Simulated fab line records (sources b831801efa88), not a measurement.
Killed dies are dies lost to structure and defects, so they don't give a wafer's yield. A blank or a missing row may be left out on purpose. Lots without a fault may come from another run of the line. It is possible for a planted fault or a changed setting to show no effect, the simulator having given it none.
Which tool is to blame?	flow sky130	36 wafers from 12 lots sampled at 4 of the route's 708 steps

## WHAT THE GAUGES READ, wafer by wafer
SKY_CAPM_THK_MEAS_01. Usual: CAPM_CVD_00_THK gives 15.45 nm (standard deviation 0.21).
lot	measured	on	CAPM_CVD_00_THK (nm)	flag
L273	day 36 22:28	filmMetro-04	15.71 15.76 15.90	
L274	day 37 00:44	filmMetro-03	15.13 15.53 15.56	
L276	day 37 22:18	filmMetro-01	15.16 15.19 15.47	
L275	day 37 23:42	filmMetro-04	15.43 15.23 15.74	
L281	day 39 03:10	filmMetro-01	15.31 15.47 15.79	
L284	day 40 01:14	filmMetro-04	15.22 15.18 15.73	
L286	day 40 13:28	filmMetro-04	15.37 15.66 15.70	
L288	day 41 02:07	filmMetro-01	15.26 15.22 15.59	
L289	day 41 13:17	filmMetro-04	15.37 15.51 15.42	
L292	day 42 05:35	filmMetro-01	15.46 15.67 15.71	
L293	day 42 07:20	filmMetro-04	15.38 15.45 15.79	
L294	day 42 17:59	filmMetro-04	15.02 15.67 15.77	

SKY_CAP2M_RS_MEAS_03: the measuring method here is four-point-probe. Usual: CAP2M_TIN_RS gives 6.92 ohm/sq (standard deviation 0.081).
lot	measured	on	CAP2M_TIN_RS (ohm/sq)	flag
L273	day 40 06:27	filmMetro-02	6.85 6.97 6.95	
L274	day 40 09:03	filmMetro-03	6.98 7.10 6.94	
L276	day 41 04:55	filmMetro-03	6.95 6.94 7.00	
L275	day 41 07:08	filmMetro-02	6.87 6.98 6.93	
L281	day 42 08:05	filmMetro-04	6.85 6.90 6.89	
L284	day 43 05:00	filmMetro-04	6.94 6.94 6.96	
L286	day 43 15:59	filmMetro-04	6.88 6.79 6.84	
L288	day 44 03:18	filmMetro-02	6.89 6.85 6.85	
L289	day 44 14:09	filmMetro-02	6.88 6.88 6.84	
L292	day 45 04:49	filmMetro-02	6.72 6.74 6.84	
L293	day 45 06:51	filmMetro-02	7.05 7.10 7.12	
L294	day 45 16:20	filmMetro-03	6.96 6.93 7.03	

## TOOL THAT RAN EACH LOT (tool first, then ch and the chambers of the sampled wafers, then the start)
lot	SKY_METAL3_ETCH_16	SKY_METAL4_SPUTTER_03
L273	rieMetal-01 ch 0, day 39 02:35	pvdSputter-04, day 40 06:11
L274	rieMetal-03 ch 0,1, day 39 04:24	pvdSputter-04, day 40 08:46
L276	rieMetal-03 ch 0,1, day 40 00:59	pvdSputter-02, day 41 04:38
L275	rieMetal-02 ch 0,1, day 40 02:35	pvdSputter-04, day 41 06:52
L281	rieMetal-01 ch 0, day 41 04:50	pvdSputter-04, day 42 07:50
L284	rieMetal-02 ch 1, day 42 02:05	pvdSputter-01, day 43 04:43
L286	rieMetal-02 ch 0,1, day 42 13:17	pvdSputter-01, day 43 15:41
L288	rieMetal-01 ch 0,1, day 43 01:44	pvdSputter-01, day 44 03:02
L289	rieMetal-03 ch 0,1, day 43 12:44	pvdSputter-01, day 44 13:52
L292	rieMetal-01 ch 0,1, day 44 04:07	pvdSputter-02, day 45 04:29
L293	rieMetal-03 ch 0,1, day 44 05:41	pvdSputter-01, day 45 06:34
L294	rieMetal-03 ch 0,1, day 44 15:21	pvdSputter-01, day 45 16:04
- SKY_METAL3_ETCH_16: etches BARC in N2/H2, stops on SiO2, time 88.2 s, target depth 60 nm.
- SKY_METAL4_SPUTTER_03: material Ti, target thk 5 nm, time 3.3 s.

## WHAT THE TOOLS THEMSELVES READ (means of the sampled wafers that have a number; where no wafer has one, the mark that the record gives instead)
SKY_METAL3_ETCH_16. Usual: drypumpMotorCurrentA 5.37 A, standard deviation 0.28; n2FlowSccm 100.02 sccm, standard deviation 0.27; oesProductAu 0.626 a.u., standard deviation 0.0046; throttleValvePct 13.204 %, standard deviation 0.0096.
lot	tool	drypumpMotorCurrentA (A)	n2FlowSccm (sccm)	oesProductAu (a.u.)	throttleValvePct (%)	flag
L273	rieMetal-01	5.53	100.31	0.626	13.199	
L274	rieMetal-03	5.11	100.15	0.625	13.207	
L276	rieMetal-03	5.26	100.01	0.628	13.200	
L275	rieMetal-02	5.58	100.19	0.627	13.213	
L281	rieMetal-01	5.54	100.01	0.624	13.198	
L284	rieMetal-02	5.79	99.91	0.625	13.205	
L286	rieMetal-02	5.59	100.16	0.625	13.197	
L288	rieMetal-01	5.57	100.13	0.622	13.200	
L289	rieMetal-03	5.10	99.97	0.626	13.211	
L292	rieMetal-01	5.57	100.20	0.624	13.209	
L293	rieMetal-03	5.24	100.09	0.621	13.213	
L294	rieMetal-03	5.26	100.36	0.626	13.207	

SKY_METAL4_SPUTTER_03. Usual: cathodeDcPowerW 3000.0 W, standard deviation 0.57; chamberPressurePa 0.3999 Pa, standard deviation 0.00085; throttleValvePct 30.0 %, standard deviation 1.2.
lot	tool	cathodeDcPowerW (W)	chamberPressurePa (Pa)	throttleValvePct (%)	flag
L273	pvdSputter-04	3000.0	0.3993	32.0	
L274	pvdSputter-04	2999.4	0.3998	31.3	
L276	pvdSputter-02	3000.4	0.3997	30.2	
L275	pvdSputter-04	2999.9	0.3992	30.7	
L281	pvdSputter-04	2999.7	0.3032	35.8	OFF
L284	pvdSputter-01	3000.1	0.3995	29.7	
L286	pvdSputter-01	3000.4	0.4003	29.4	
L288	pvdSputter-01	3000.5	0.3993	29.0	
L289	pvdSputter-01	3000.7	0.3991	29.1	
L292	pvdSputter-02	3000.4	0.4002	30.3	
L293	pvdSputter-01	2999.9	0.4001	29.4	
L294	pvdSputter-01	3000.0	0.4000	28.9	

## THE ANSWER, worked out from the rows above alone
Rule: a lot is off if the mean of its wafers that have a number lies more than 3 standard deviations from the usual mean. Also off: a lot with no number at a reading for which 4 or more lots have one. Where the step has rows for the other lots, those lots are counted as sound. First the gauges in route order, then the tools' own readings, where a lot's mean is used as printed above. The first step at which some lot is off is used, and at that step the reading that is off furthest; a lot without a number counts as furthest.
Off: L281, at SKY_METAL4_SPUTTER_03 (chamberPressurePa).
A tool fits if, at that step or a process step before it, it ran every lot that is off, and no sound lot after the first of them. One fits: pvdSputter-04 at SKY_METAL4_SPUTTER_03. A fault onset in the window from L275 (day 41 06:52, its last sound lot) to L281 (day 42 07:50, its first lot off) fits.
The tool's own readings at SKY_METAL4_SPUTTER_03 bear it out: on the lots that are off they differ by more than 5 times the standard deviation of the sound lots' means. chamberPressurePa reads 0.3032 Pa there against 0.3997 Pa on the sound lots; throttleValvePct reads 35.8 % there against 30.0 % on the sound lots.

## WHAT WAS PUT IN BY THE SIMULATOR
Process parameter drift: pvdSputter-04, from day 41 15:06 on, at SKY_METAL4_SPUTTER_03. The setting chamberPressurePa was moved by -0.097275, starting from 0.4. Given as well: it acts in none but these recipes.
Lots struck among those shown: L281. Same finding as the rule above.
